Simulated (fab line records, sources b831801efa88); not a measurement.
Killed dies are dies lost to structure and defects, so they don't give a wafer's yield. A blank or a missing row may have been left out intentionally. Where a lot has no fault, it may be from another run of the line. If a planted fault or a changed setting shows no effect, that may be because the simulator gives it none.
Comparing a struck lot with a sound one :: flow sky130 :: 16 steps out of a route of 708
Sound: the wafers L889.1, L889.2, L889.4. The struck wafers were L890.2, L890.3, L890.6. At the end, the cause is stated.
Per side, at each step with rows, come the tool, then ch with its chambers, and then its first start. Under that, the readings that differ: sound wafers :: struck wafers :: difference of the means :: sigmas: that difference in standard deviations of wafers without a fault.
alike: readings whose means differ by less than 2 such deviations, and words and numbers that are the same on both sides. not compared: withheld readings, readings that some wafer has no value for, bounds like >300 that may hide the same value, and numbers for which the record gives no deviation and whose values overlap.
The two part at a step that has a row with sigmas, a row that says differs or no value, or rows on one side only. Non-overlapping numbers with no deviation appear without sigmas and do not part them. Lack of a reading on every wafer of one side parts them only where that side has two or more wafers.

first, 4 steps without rows for these wafers: SKY_LDD_N_IMPLANT_12; SKY_LDD_N_IMPLANT_13; SKY_LDD_N_IMPLANT_14; SKY_LDD_N_IMPLANT_15.
SKY_LDD_N_STRIP_16: strips in O2/N2.
  sound on plasma_asher-03 ch 0,1, day 19 02:59; struck on plasma_asher-01 ch 0,1, day 19 03:09
  alike: drypump_motor_current_A, oes_product_au, strip_time_to_endpoint_s
  not compared: rf_hours_counter_h
SKY_LDD_N_TW_MEAS_17:
  sound on film_metro-03, day 19 03:05; struck on film_metro-04, day 19 03:16
reading: LDD_N_TW
sound: 2536 2532 2532
struck: 2579 2587 2570
difference: +45
sigmas: +2
then, 6 steps without rows for these wafers: SKY_LDD_P_DEHYDRATE_00 (time 60 s); SKY_LDD_P_HMDS_01 (prime time 60 s); SKY_LDD_P_COAT_02 (resist thk 1140 nm); SKY_LDD_P_SOFTBAKE_03 (time 60 s); SKY_LDD_P_EXPOSE_04 (exposes mask PSDM, target cd 380 nm); SKY_LDD_P_PEB_05.
SKY_LDD_P_DEVELOP_06: develop time 60 s.
  sound on litho_track-02 ch 0, day 20 10:04; struck on litho_track-02 ch 0, day 20 10:23
reading: chill_plate_temp_C (C)
sound: 22.74 22.79 22.82
struck: 22.96 23.03 23.04
difference: +0.23
sigmas: +2

reading: model.LDD_P.cd_nm (nm)
sound: 383.1 379.2 382.9
struck: 419.8 420.3 420.9
difference: +38.6
sigmas: 
SKY_LDD_P_CD_MEAS_07 targets a cd of 380 nm.
  sound on cd_sem-01, day 20 10:13; struck on cd_sem-01, day 20 10:49
reading: cd_nm (nm)
sound: 383.4 379.3 382.9
struck: 419.8 420.4 420.8
difference: +38.5
sigmas: +15
  not compared: hold
SKY_LDD_P_OVL_MEAS_08:
  sound on overlay-02, day 20 10:20; struck on overlay-02, day 20 18:25
reading: hold
sound: - - -
struck: await_dispo/7.4h/release await_dispo/7.4h/release await_dispo/7.4h/release
difference: no value on the sound wafers
sigmas: 
  alike: LDD_P_OVL
-- record jumps: 26 days separate the struck wafers' starts on either side; left off in module LDD_P, taken up again in module PAD_OPEN, whose first shown step is the route's number 708 --
SKY_PAD_OPEN_PROBE_99:
  sound on prober-01, day 46 18:50; struck on prober-02, day 46 19:38
  alike: killed_at_M0_to_M3, killed_at_M4_up, killed_at_contacts, killed_at_front_end, killed_at_other, killed_dies, killed_open, killed_short

WHERE THEY PART
Last at SKY_LDD_P_OVL_MEAS_08 as far as this record goes, first at SKY_LDD_N_TW_MEAS_17. Later steps at which nothing parts them and some readings are alike: SKY_PAD_OPEN_PROBE_99.

WHY: the cause the simulator had injected
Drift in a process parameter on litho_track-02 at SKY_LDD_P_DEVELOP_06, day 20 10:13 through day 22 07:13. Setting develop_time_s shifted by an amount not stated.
